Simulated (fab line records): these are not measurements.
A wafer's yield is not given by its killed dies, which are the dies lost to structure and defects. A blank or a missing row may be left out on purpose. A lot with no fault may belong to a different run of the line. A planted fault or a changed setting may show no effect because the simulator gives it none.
Split-lot experiment + flow sfq_line + 23 wafers read across 5 lots, on a route 325 steps long

ABOUT THE SPLIT
At SFQ_TRILAYER_R5_DEP_SPUTTER_134 (material Ti, target thk 5 nm, time 5 s), the setting power_w was moved away from the recipe's 2000 W on 9 of the 23 wafers read, by -9.6% to +10.7%. This setting was run at the recipe's value on the other wafers.

The split's own step is where the reading is taken.

THE READING
Ti_of_TRILAYER_R5_DEP_SPUTTER_134.thk_nm (the simulator's own value, which no gauge read), in nm, at SFQ_TRILAYER_R5_DEP_SPUTTER_134 (material Ti, target thk 5 nm, time 5 s). No usual value for it is given in the file. Across the 14 wafers here that went through the recipe, the average is 4.896 nm and the standard deviation 0.16 nm.

| wafer  | tool, chamber at the split | power_w as run, W | against the recipe | Ti_of_TRILAYER_R5_DEP_SPUTTER_134.thk_nm, nm | against lot-mates on the recipe |
|--------|----------------------------|-------------------|--------------------|----------------------------------------------|---------------------------------|
| L074.1 | pvd_sputter-06, -          | 2000              | recipe             | 5.031                                        | -                               |
| L074.2 | pvd_sputter-06, -          | 1834              | -8.3%              | 4.665                                        | -0.230                          |
| L074.3 | pvd_sputter-06, -          | 2000              | recipe             | 4.812                                        | -                               |
| L074.4 | pvd_sputter-06, -          | 1834              | -8.3%              | 4.613                                        | -0.282                          |
| L074.5 | pvd_sputter-06, -          | 2000              | recipe             | 4.842                                        | -                               |
| L077.1 | pvd_sputter-05, -          | 2000              | recipe             | 4.95                                         | -                               |
| L077.3 | pvd_sputter-05, -          | 2000              | recipe             | 4.892                                        | -                               |
| L077.4 | pvd_sputter-05, -          | 2000              | recipe             | 4.944                                        | -                               |
| L077.5 | pvd_sputter-05, -          | 1893              | -5.3%              | 4.593                                        | -0.336                          |
| L077.6 | pvd_sputter-05, -          | 1893              | -5.3%              | 4.66                                         | -0.269                          |
| L078.1 | pvd_sputter-04, -          | 1809              | -9.6%              | 4.558                                        | -0.520                          |
| L078.2 | pvd_sputter-04, -          | 2000              | recipe             | 5.272                                        | -                               |
| L078.3 | pvd_sputter-04, -          | 1809              | -9.6%              | 4.43                                         | -0.648                          |
| L078.5 | pvd_sputter-04, -          | 1809              | -9.6%              | 4.361                                        | -0.717                          |
| L078.6 | pvd_sputter-04, -          | 2000              | recipe             | 4.884                                        | -                               |
| L080.2 | pvd_sputter-04, -          | 2000              | recipe             | 4.921                                        | -                               |
| L080.5 | pvd_sputter-04, -          | 2000              | recipe             | 4.993                                        | -                               |
| L080.6 | pvd_sputter-04, -          | 2000              | recipe             | 4.837                                        | -                               |
| L083.1 | pvd_sputter-04, -          | 2215              | +10.7%             | 5.262                                        | +0.542                          |
| L083.2 | pvd_sputter-04, -          | 2000              | recipe             | 4.632                                        | -                               |
| L083.3 | pvd_sputter-04, -          | 2000              | recipe             | 4.931                                        | -                               |
| L083.5 | pvd_sputter-04, -          | 2000              | recipe             | 4.598                                        | -                               |
| L083.6 | pvd_sputter-04, -          | 2215              | +10.7%             | 5.144                                        | +0.424                          |

FIT RESULTS
A straight line over all 23 wafers: Ti_of_TRILAYER_R5_DEP_SPUTTER_134.thk_nm changes by +0.0368 nm for each +1% of power_w; r = +0.82; the points scatter about the line by 0.14 nm.
The same after taking each lot's own level away (the mean of its wafers on the recipe; 23 wafers): +0.0506 nm for each +1%; r = +0.91; scatter 0.13 nm.
That fit puts the effect of the largest move of power_w on the reading at 0.54 nm.
The lots' own levels span 4.7203 to 5.0780 nm, that is 2.3 times the standard deviation above.
Thus the slope moves with the lot-to-lot level: the two fits are different.
Check: +0.528 nm against its lot-mates is what the line predicts for one of the wafers moved furthest among these (+10.7%) when that wafer is left out of the fit. It came out at +0.542 nm against them.

OTHER SPLITS ON THESE WAFERS
Note: prior to the reading, these wafers also went through further splits. Each is held against what the fit with the lots' levels taken away leaves over:
| other split on the same wafers                    | wafers away from the commonest value | r with Ti_of_TRILAYER_R5_DEP_SPUTTER_134.thk_nm (lot level and that fit taken away) |
|---------------------------------------------------|--------------------------------------|-------------------------------------------------------------------------------------|
| SFQ_TRILAYER_I4_CMP_CMP_100 leave_above_ref_nm    | 6                                    | -0.06                                                                               |
| SFQ_TRILAYER_I4_VIA_LITHO_PEB_106 peb_time_s      | 8                                    | -0.06                                                                               |
| SFQ_TRILAYER_I4_VIA_BARC_OPEN_VIA_ETCH_146 time_s | 3                                    | -0.33                                                                               |
| SFQ_TRILAYER_JJ_CE_LITHO_COAT_114 spin_rpm        | 11                                   | -0.42                                                                               |
| SFQ_TRILAYER_JJ_CE_BARC_OPEN_RIE_150 icp_w        | 7                                    | +0.54                                                                               |
| SFQ_TRILAYER_M5_LITHO_COAT_123 spin_rpm           | 10                                   | +0.13                                                                               |
| SFQ_TRILAYER_M5_LITHO_PEB_126 peb_time_s          | 6                                    | -0.12                                                                               |

THE FILE'S OWN FIT
Ti_of_TRILAYER_R5_DEP_SPUTTER_134.thk_nm changes by +0.0491 nm for each +1% of power_w, r = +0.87.
